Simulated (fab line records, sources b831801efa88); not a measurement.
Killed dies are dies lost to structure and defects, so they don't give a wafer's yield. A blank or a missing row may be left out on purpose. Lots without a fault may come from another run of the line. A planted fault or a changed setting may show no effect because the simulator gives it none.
Which tool did it? | flow gf180mcu | 6 lots, 18 wafers sampled, at 1 step of a route of 602

WHAT THE GAUGES READ, wafer by wafer
GF_M4_RS_MEAS_05: measures by four-point-probe.
lot  | measured     | on            | M4_ALCU_RS (ohm/sq)
L869 | day 23 06:46 | film_metro-02 | 0.0689 0.0690 0.0691
L871 | day 24 04:57 | film_metro-02 | 0.0685 0.0677 0.0679
L874 | day 25 05:17 | film_metro-04 | 0.0691 0.0696 0.0695
L878 | day 26 10:34 | film_metro-01 | 0.0690 0.0708 0.0702
L880 | day 27 08:46 | film_metro-02 | 0.0690 0.0695 0.0684
L883 | day 27 23:55 | film_metro-04 | 0.0689 0.0687 0.0683

WHICH TOOL RAN EACH LOT (tool, then ch and the chambers of the sampled wafers, then the start)
The record holds no process step before these readings.

THE ANSWER, worked out from the rows above alone
Rule: what is usual is taken from the lots themselves. Put in order of their means at a reading, lots are off if they are a third of the lots or fewer, leave a main group of 4 or more, and stand apart from it by a gap of 3 or more times the standard deviation of the main group's means; of several such gaps the widest counts. A main group whose means are all the same, to the digits that the tables above print for the reading, isn't used. A lot without any number at a reading at which 4 lots or more have one is off too. The other lots that the step has rows for count as sound.
No lot is off at any reading shown: from this, nothing can be told.

WHAT THE SIMULATOR HAD PUT IN
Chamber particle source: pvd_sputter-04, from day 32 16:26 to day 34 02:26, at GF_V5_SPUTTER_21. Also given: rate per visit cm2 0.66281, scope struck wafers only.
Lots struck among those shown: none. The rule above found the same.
